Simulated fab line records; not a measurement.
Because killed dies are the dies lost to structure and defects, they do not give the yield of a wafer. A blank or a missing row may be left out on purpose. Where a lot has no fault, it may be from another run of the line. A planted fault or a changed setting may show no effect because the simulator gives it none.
fab line records -- flow sky130
record: lots: 6, wafers: 18, last-day: 50
route steps=708 shown SD_N@350 SD_P@359 RES_XHIGH@360 SALICIDE@361 LI_CONTACT@362 PAD_OPEN@708
lots with no fault: from the same line, run without faults
start-h: the number of hours between the record's first day and the start of the first shown wafer of the lot -- wait-h: hours from the lot's prior step to this one -- " as in the row above -- L1.1+2: a single row standing in for several wafers -- - no value, or no start given -- * or withheld: withheld -- < > ~ a bound
route shown NAME@n: NAME is a module with steps in the file, n the number in the route of the first one -- usual: mean and standard deviation over wafers with no fault -- same: alike in all rows -- chamber/n: place in a boat -- sites: the reading at each site -- _std_site: standard deviation across them -- _edge_site: inner sites' mean taken away from outer sites' mean -- radius-mm: for every site, how far away it sits from the centre of the wafer -- mask NAME#n: copy n -- behind: tool/chamber where the wafer was last shaped -- hold: what put the lot on hold/how long, in hours/how the hold closed -- device: transistor that didn't switch, given as n, p or np -- end of line: the same wafers' tests at the end of the route -- a step given without rows: its recipe and nothing more -- killed: count of dies lost to structure and defects at first sort (not the wafer's yield) -- map: the dies of a wafer, with x for killed, . for not killed, _ for no die there
set.NAME: the run value of the setting; set.NAME@STEP: its run value at that earlier step -- model.NAME: the simulator's own value behind a step, which no gauge read
lots at some steps of the route; a table a step, a row a wafer
services: the hour from which a tool's chamber was out of use, counted from the record's first day as start-h (under 0 if before that day), plus the number of hours and why
== steps ==
step: SKY_SD_N_OVL_MEAS_08
usual: SD_N_OVL: -0.8/1.4
lot.wafer,tool,chamber,start-h,wait-h,SD_N_OVL[nm]
L512.2,overlay-01,-,691.53,0.1,-1.2
L512.3,overlay-01,-,691.53,0.1,-1.2
L512.6,overlay-01,-,691.53,0.1,-0.3
L517.1,overlay-01,-,735.99,0.1,-0.4
L517.3,overlay-01,-,735.99,0.1,-1.0
L517.4,overlay-01,-,735.99,0.1,-1.6
L524.1,overlay-01,-,797.43,0.1,-0.8
L524.2,overlay-01,-,797.43,0.1,-0.6
L524.5,overlay-01,-,797.43,0.1,-1.5
L523.2,overlay-01,-,798.84,0.1,-2.4
L523.4,overlay-01,-,798.84,0.1,-1.2
L523.6,overlay-01,-,798.84,0.1,0.2
L527.1,overlay-01,-,800.13,0.1,-0.2
L527.4,overlay-01,-,800.13,0.1,-1.0
L527.6,overlay-01,-,800.13,0.1,0.2
L532.2,overlay-01,-,844.55,0.1,-1.1
L532.3,overlay-01,-,844.55,0.1,-2.3
L532.5,overlay-01,-,844.55,0.1,-0.9
step: SKY_SD_N_IMPLANT_09
recipe: species: As, energy-kev: 50, dose-cm2: 4e+15, tilt-deg: 0
step: SKY_SD_N_IMPLANT_10
recipe: species: P, energy-kev: 20, dose-cm2: 1e+14, tilt-deg: 0
step: SKY_SD_N_STRIP_11
recipe: chemistry: O2/N2, power-w: 1400, pressure-mtorr: 1500, platen-temp-c: withheld, o2-flow-sccm: 3000, n2-flow-sccm: 300, overash-fraction: 0.5
usual: drypump-motor-current-A: 5.8/0.53, oes-product-au: 0.527/0.0044, strip-time-to-endpoint-s: 22.57/0.04
lot.wafer,tool,chamber,start-h,wait-h,drypump-motor-current-A,oes-product-au,rf-hours-counter-h,strip-time-to-endpoint-s
L512.2,plasma-asher-03,0,691.86,0.1,5.8,0.519,53,22.60
L512.3,plasma-asher-03,0,691.86,0.1,5.7,0.521,-,22.56
L512.6,plasma-asher-03,1,691.86,0.1,5.3,0.523,-,22.53
L517.1,plasma-asher-03,0,736.33,0.1,5.8,0.528,58,22.54
L517.3,plasma-asher-03,1,736.33,0.1,5.3,0.527,-,22.54
L517.4,plasma-asher-03,0,736.33,0.1,5.8,0.526,-,22.59
L524.1,plasma-asher-02,0,797.77,0.1,6.4,0.529,98,22.56
L524.2,plasma-asher-02,1,797.77,0.1,6.3,0.529,98,22.51
L524.5,plasma-asher-02,1,797.77,0.1,6.3,0.523,-,22.56
L523.2,plasma-asher-02,1,799.17,0.1,6.3,0.524,98,22.51
L523.4,plasma-asher-02,1,799.17,0.1,6.3,0.525,-,22.54
L523.6,plasma-asher-02,0,799.17,0.1,6.4,0.527,-,22.51
L527.1,plasma-asher-04,1,800.47,0.1,5.1,0.528,37,22.52
L527.4,plasma-asher-04,0,800.47,0.1,6.3,0.534,-,22.51
L527.6,plasma-asher-04,1,800.47,0.1,5.1,0.524,-,22.55
L532.2,plasma-asher-02,1,844.88,0.1,6.3,0.532,102,22.55
L532.3,plasma-asher-02,1,844.88,0.1,6.3,0.520,-,22.53
L532.5,plasma-asher-02,1,844.88,0.1,6.3,0.527,-,22.52
step: SKY_SD_N_TW_MEAS_12
usual: SD_N_TW: 3985/22
lot.wafer,tool,chamber,start-h,wait-h,SD_N_TW
L512.2,film-metro-04,-,691.97,0.1,3987
L512.3,film-metro-04,-,691.97,0.1,4016
L512.6,film-metro-04,-,691.97,0.1,3968
L517.1,film-metro-04,-,736.43,0.1,3963
L517.3,film-metro-04,-,736.43,0.1,3982
L517.4,film-metro-04,-,736.43,0.1,3970
L524.1,film-metro-03,-,797.87,0.1,3967
L524.2,film-metro-03,-,797.87,0.1,3968
L524.5,film-metro-03,-,797.87,0.1,3964
L523.2,film-metro-02,-,799.28,0.1,4016
L523.4,film-metro-02,-,799.28,0.1,4014
L523.6,film-metro-02,-,799.28,0.1,4002
L527.1,film-metro-04,-,800.57,0.1,4010
L527.4,film-metro-04,-,800.57,0.1,4015
L527.6,film-metro-04,-,800.57,0.1,4016
L532.2,film-metro-04,-,844.99,0.1,3978
L532.3,film-metro-04,-,844.99,0.1,3962
L532.5,film-metro-04,-,844.99,0.1,3983
step: SKY_SD_N_CLEAN_13
recipe: chemistry: SC1/SC2, mix: 1:4:20, temp-c: 70, time-s: 150, dry: n2-spin
step: SKY_SD_N_RTA_14
recipe: temp-c: 1075, time-s: 2, idle-temp-c: 650, ramp-up-c-per-s: 150, ramp-down-c-per-s: 90, ambient: N2
usual: lamp-power-pct: 15.74/0.049, wafer_temp_C_max: 1078.1/1.4
lot.wafer,tool,chamber,start-h,wait-h,lamp-power-pct,wafer_temp_C_max
L512.2,rtp-anneal-02,0,692.08,0.0,15.70,1080.4
L512.3,rtp-anneal-02,0,692.08,0.0,15.78,1079.1
L512.6,rtp-anneal-02,0,692.08,0.0,15.75,1077.8
L517.1,rtp-anneal-01,0,736.55,0.0,15.81,1080.6
L517.3,rtp-anneal-01,0,736.55,0.0,15.75,1076.1
L517.4,rtp-anneal-01,0,736.55,0.0,15.83,1076.7
L524.1,rtp-anneal-01,0,797.98,0.0,15.74,1078.2
L524.2,rtp-anneal-01,0,797.98,0.0,15.75,1077.9
L524.5,rtp-anneal-01,0,797.98,0.0,15.76,1078.3
L523.2,rtp-anneal-01,0,799.40,0.0,15.66,1076.2
L523.4,rtp-anneal-01,0,799.40,0.0,15.74,1079.4
L523.6,rtp-anneal-01,0,799.40,0.0,15.74,1078.2
L527.1,rtp-anneal-01,0,800.68,0.0,15.74,1077.3
L527.4,rtp-anneal-01,0,800.68,0.0,15.84,1077.7
L527.6,rtp-anneal-01,0,800.68,0.0,15.86,1079.1
L532.2,rtp-anneal-01,0,845.10,0.0,15.65,1081.1
L532.3,rtp-anneal-01,0,845.10,0.0,15.80,1076.0
L532.5,rtp-anneal-01,0,845.10,0.0,15.75,1076.5
step: SKY_SD_N_RS_MEAS_16
recipe: thk-meas-gauge: four-point-probe
usual: SD_N_RS: 68.55/0.1
lot.wafer,tool,chamber,start-h,wait-h,SD_N_RS[ohm/sq]
L512.2,film-metro-03,-,692.26,0.1,68.57
L512.3,film-metro-03,-,692.26,0.1,68.63
L512.6,film-metro-03,-,692.26,0.1,68.61
L517.1,film-metro-03,-,736.72,0.1,68.50
L517.3,film-metro-03,-,736.72,0.1,68.48
L517.4,film-metro-03,-,736.72,0.1,68.44
L524.1,film-metro-02,-,798.21,0.1,68.34
L524.2,film-metro-02,-,798.21,0.1,68.44
L524.5,film-metro-02,-,798.21,0.1,68.43
L523.2,film-metro-02,-,799.63,0.1,68.50
L523.4,film-metro-02,-,799.63,0.1,68.37
L523.6,film-metro-02,-,799.63,0.1,68.41
L527.1,film-metro-04,-,800.91,0.1,68.42
L527.4,film-metro-04,-,800.91,0.1,68.61
L527.6,film-metro-04,-,800.91,0.1,68.59
L532.2,film-metro-03,-,845.28,0.1,68.56
L532.3,film-metro-03,-,845.28,0.1,68.57
L532.5,film-metro-03,-,845.28,0.1,68.61
step: SKY_SD_N_RS_MEAS_17
recipe: thk-meas-gauge: four-point-probe
usual: SD_P_RS: 147.1/0.38
lot.wafer,tool,chamber,start-h,wait-h,SD_P_RS[ohm/sq]
L512.2,film-metro-03,-,692.38,0.1,147.4
L512.3,film-metro-03,-,692.38,0.1,147.6
L512.6,film-metro-03,-,692.38,0.1,148.0
L517.1,film-metro-03,-,736.84,0.1,146.2
L517.3,film-metro-03,-,736.84,0.1,146.4
L517.4,film-metro-03,-,736.84,0.1,146.6
L524.1,film-metro-02,-,798.33,0.1,146.4
L524.2,film-metro-02,-,798.33,0.1,146.7
L524.5,film-metro-02,-,798.33,0.1,146.6
L523.2,film-metro-02,-,799.75,0.1,146.6
L523.4,film-metro-02,-,799.75,0.1,146.6
L523.6,film-metro-02,-,799.75,0.1,146.6
L527.1,film-metro-04,-,801.03,0.1,146.9
L527.4,film-metro-04,-,801.03,0.1,147.1
L527.6,film-metro-04,-,801.03,0.1,147.1
L532.2,film-metro-03,-,845.40,0.1,147.4
L532.3,film-metro-03,-,845.40,0.1,147.7
L532.5,film-metro-03,-,845.40,0.1,147.8
step: SKY_SD_N_RS_MEAS_18
recipe: thk-meas-gauge: four-point-probe
usual: RES_XHIGH_RS: 333.3/0.89
lot.wafer,tool,chamber,start-h,wait-h,RES_XHIGH_RS[ohm/sq]
L512.2,film-metro-03,-,692.50,0.1,332.8
L512.3,film-metro-03,-,692.50,0.1,333.8
L512.6,film-metro-03,-,692.50,0.1,333.9
L517.1,film-metro-03,-,736.96,0.1,331.9
L517.3,film-metro-03,-,736.96,0.1,331.9
L517.4,film-metro-03,-,736.96,0.1,331.7
L524.1,film-metro-02,-,798.45,0.1,334.0
L524.2,film-metro-02,-,798.45,0.1,334.0
L524.5,film-metro-02,-,798.45,0.1,335.1
L523.2,film-metro-02,-,799.87,0.1,333.1
L523.4,film-metro-02,-,799.87,0.1,332.5
L523.6,film-metro-02,-,799.87,0.1,334.7
L527.1,film-metro-04,-,801.15,0.1,334.2
L527.4,film-metro-04,-,801.15,0.1,333.3
L527.6,film-metro-04,-,801.15,0.1,332.9
L532.2,film-metro-03,-,845.52,0.1,333.8
L532.3,film-metro-03,-,845.52,0.1,333.9
L532.5,film-metro-03,-,845.52,0.1,333.2
step: SKY_SALICIDE_CLEAN_00
recipe: chemistry: HF-last, time-s: 30, dilution: 100:1, dry: ipa-marangoni
step: SKY_LI_CONTACT_HDPCVD_00
recipe: material: PSG, target-thk-nm: 930, sigma-open-frac: 0.3, time-s: 155, temp-c: 600, sih4-flow-sccm: 60, pressure-mtorr: 6
usual: run-length-s: 183.1/0.58
lot.wafer,tool,chamber,start-h,wait-h,run-length-s,model.PSG_of_LI_CONTACT_HDPCVD_00.thk-nm
L512.2,hdpcvd-01,1,692.62,0.0,184.2,930.7
L512.3,hdpcvd-01,0,692.62,0.0,182.5,930.6
L512.6,hdpcvd-01,0,692.62,0.0,182.2,928.2
L517.1,hdpcvd-02,2,737.10,0.0,183.5,931.7
L517.3,hdpcvd-02,1,737.10,0.0,183.7,925.8
L517.4,hdpcvd-02,0,737.10,0.0,182.7,924.8
L524.1,hdpcvd-01,0,798.58,0.0,197.2,1034
L524.2,hdpcvd-01,1,798.58,0.0,183.7,949.7
L524.5,hdpcvd-01,0,798.58,0.0,197.0,1028
L523.2,hdpcvd-01,1,799.99,0.0,184.3,936.2
L523.4,hdpcvd-01,0,799.99,0.0,197.4,1021
L523.6,hdpcvd-01,2,799.99,0.0,183.0,931.5
L527.1,hdpcvd-02,0,801.28,0.0,182.0,929.6
L527.4,hdpcvd-02,0,801.28,0.0,182.5,933.7
L527.6,hdpcvd-02,2,801.28,0.0,183.2,939.8
L532.2,hdpcvd-02,0,845.64,0.0,182.8,911
L532.3,hdpcvd-02,1,845.64,0.0,183.6,921.2
L532.5,hdpcvd-02,2,845.64,0.0,183.5,921.1
step: SKY_LI_CONTACT_THK_MEAS_01
recipe: reads: PSG_of_LI_CONTACT_HDPCVD_00
usual: LI_CONTACT_HDPCVD_THK: 930/8.4
lot.wafer,tool,chamber,start-h,wait-h,LI_CONTACT_HDPCVD_THK[nm]
L512.2,film-metro-02,-,692.73,0.1,932
L512.3,film-metro-02,-,692.73,0.1,931
L512.6,film-metro-02,-,692.73,0.1,929
L517.1,film-metro-03,-,737.20,0.1,932
L517.3,film-metro-03,-,737.20,0.1,926
L517.4,film-metro-03,-,737.20,0.1,925
L524.1,film-metro-02,-,798.68,0.1,1035
L524.2,film-metro-02,-,798.68,0.1,950
L524.5,film-metro-02,-,798.68,0.1,1028
L523.2,film-metro-04,-,800.10,0.1,936
L523.4,film-metro-04,-,800.10,0.1,1020
L523.6,film-metro-04,-,800.10,0.1,932
L527.1,film-metro-04,-,801.39,0.1,929
L527.4,film-metro-04,-,801.39,0.1,934
L527.6,film-metro-04,-,801.39,0.1,940
L532.2,film-metro-04,-,845.75,0.1,910
L532.3,film-metro-04,-,845.75,0.1,922
L532.5,film-metro-04,-,845.75,0.1,921
step: SKY_LI_CONTACT_CMP_02
recipe: material: PSG, down-force-psi: 4, platen-rpm: 60, pad-velocity-m-s: 0.94248
usual: motor-current-A: 12.0/1.1, time-to-endpoint-s: 32.1/2.3
lot.wafer,tool,chamber,start-h,wait-h,motor-current-A,time-to-endpoint-s
L512.3,cmp-01,1,692.88,0.1,11.7,36.7
L512.2,cmp-01,2,692.88,0.1,11.9,36.1
L512.6,cmp-01,0,692.88,0.1,10.6,34.4
L517.4,cmp-02,1,737.26,0.0,11.3,28.6
L517.3,cmp-02,2,737.26,0.0,13.1,31.8
L517.1,cmp-02,0,737.26,0.0,12.1,28.5
L524.2,cmp-02,3,798.84,0.1,13.2,32.3
L524.1,cmp-02,0,798.84,0.1,12.5,38.6
L524.5,cmp-02,2,798.84,0.1,13.1,38.2
L523.2,cmp-02,2,800.15,0.0,13.8,27.6
L523.4,cmp-02,3,800.15,0.0,12.2,39.9
L523.6,cmp-02,3,800.15,0.0,12.3,31.6
L527.1,cmp-02,1,801.55,0.1,10.9,29.8
L527.4,cmp-02,2,801.55,0.1,13.1,29.0
L527.6,cmp-02,3,801.55,0.1,12.7,31.8
L532.3,cmp-02,2,845.85,0.1,13.5,32.9
L532.2,cmp-02,0,845.85,0.1,12.0,30.7
L532.5,cmp-02,1,845.85,0.1,11.0,32.6
step: SKY_LI_CONTACT_BOW_MEAS_03
recipe: mode: bow
usual: LI_CONTACT_BOW: 55/7.2
lot.wafer,tool,chamber,start-h,wait-h,LI_CONTACT_BOW[um]
L512.2,film-metro-04,-,693.10,0.1,50
L512.3,film-metro-04,-,693.10,0.1,46
L512.6,film-metro-04,-,693.10,0.1,50
L517.1,film-metro-03,-,737.56,0.1,50
L517.3,film-metro-03,-,737.56,0.1,61
L517.4,film-metro-03,-,737.56,0.1,67
L524.1,film-metro-02,-,799.04,0.1,54
L524.2,film-metro-02,-,799.04,0.1,72
L524.5,film-metro-02,-,799.04,0.1,62
L523.2,film-metro-02,-,800.47,0.3,64
L523.4,film-metro-02,-,800.47,0.3,65
L523.6,film-metro-02,-,800.47,0.3,59
L527.1,film-metro-02,-,801.75,0.1,60
L527.4,film-metro-02,-,801.75,0.1,54
L527.6,film-metro-02,-,801.75,0.1,39
L532.2,film-metro-03,-,846.12,0.1,47
L532.3,film-metro-03,-,846.12,0.1,56
L532.5,film-metro-03,-,846.12,0.1,44
step: SKY_PAD_OPEN_PROBE_99
usual: killed_at_M0_to_M3: 43/6.6, killed_at_M4_up: 3.2/1.8, killed-at-contacts: 24/5, killed-at-front-end: 15/4.5, killed-at-other: 0.2/0.46, killed-dies: 86/8.8, killed-open: 48/6.6, killed-short: 38/6.1
same: gross-dies: 492, killed-at-back-side: 0
lot.wafer,tool,chamber,start-h,wait-h,killed_at_M0_to_M3,killed_at_M4_up,killed-at-contacts,killed-at-front-end,killed-at-other,killed-dies,killed-open,killed-short
L523.2,prober-01,-,1183.31,0.1,40,1,30,15,0,86,53,33
L523.4,prober-01,-,1183.41,0.2,43,5,26,15,0,89,50,39
L523.6,prober-01,-,1183.51,0.2,47,5,38,12,0,102,59,43
killed by level:class
L523.2 CONTACT:geometric-particle:open=15 VIA1:geometric-particle:open=10 CONTACT:geometric-particle:short=7 FIELD_ISO:geometric-particle:open=6 VIA3:geometric-particle:short=6 VIA3:geometric-particle:open=6 LI_CONTACT:geometric-particle:open=5 VIA2:geometric-particle:open=5
L523.4 VIA1:geometric-particle:open=13 CONTACT:geometric-particle:open=11 VIA2:geometric-particle:open=7 LI_CONTACT:geometric-particle:open=6 POLY_GATE:geometric-particle:short=5 METAL2:geometric-particle:short=5 METAL3:geometric-particle:short=5 FIELD_ISO:geometric-particle:short=4
L523.6 CONTACT:geometric-particle:open=17 LI_CONTACT:geometric-particle:open=11 METAL1:geometric-particle:short=8 CONTACT:geometric-particle:short=7 METAL2:geometric-particle:short=7 VIA2:geometric-particle:open=7 VIA3:geometric-particle:open=7 VIA1:geometric-particle:open=6
== services ==
tool,chamber,start-h,hours,kind
hdpcvd-02,-,698.46,0.5,repair
cmp-02,-,700.35,6.8,pm
cmp-02,-,713.51,1.7,repair
cmp-02,-,718.87,1.0,repair
cmp-01,-,744.16,4.0,pm
hdpcvd-01,-,745.38,0.3,repair
cmp-01,-,748.16,-,consumable-replace:conditioner
cmp-01,-,748.16,-,consumable-replace:pad
cmp-02,-,763.09,6.6,pm
hdpcvd-02,-,794.16,2.8,pm
cmp-01,-,807.91,5.2,repair
cmp-02,-,816.19,2.3,repair
plasma-asher-04,-,835.60,14.6,pm
plasma-asher-02,-,835.97,7.1,repair
== key ==
first-sign: step: SKY_LI_CONTACT_HDPCVD_00, reading: run-length-s, direction: up, sigmas: 24, usual: *, struck: *
effect: step: SKY_LI_CONTACT_THK_MEAS_01, reading: LI_CONTACT_HDPCVD_THK, direction: up, sigmas: 12, usual: 930, struck: 1028
effect: step: SKY_LI_CONTACT_CMP_02, reading: time-to-endpoint-s, direction: up, sigmas: 3, usual: *, struck: *
model-effect: step: SKY_LI_CONTACT_HDPCVD_00, value: PSG_of_LI_CONTACT_HDPCVD_00.thk-nm, without: 941, struck: 1028
met-at SKY_LI_CONTACT_HDPCVD_00
struck-wafers L523.4,L524.1,L524.5
tester-left-out L523,L524
onset-between 692.62 798.58
fault: kind: process-parameter-drift, tool: hdpcvd-01, chamber: 0, onset-h: 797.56, steps: SKY_LI_CONTACT_HDPCVD_00, channel: time-s, offset: *, shape: step, end-h: 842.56, acts-in: *, stated: *
tester-left-out: of these lots the tester's yield and bins aren't shown, on N5 and GAA mostly nor the transistor test; their killed dies are dies lost to structure and defects alone, not to doping, threshold or leakage, so they don't give the yield
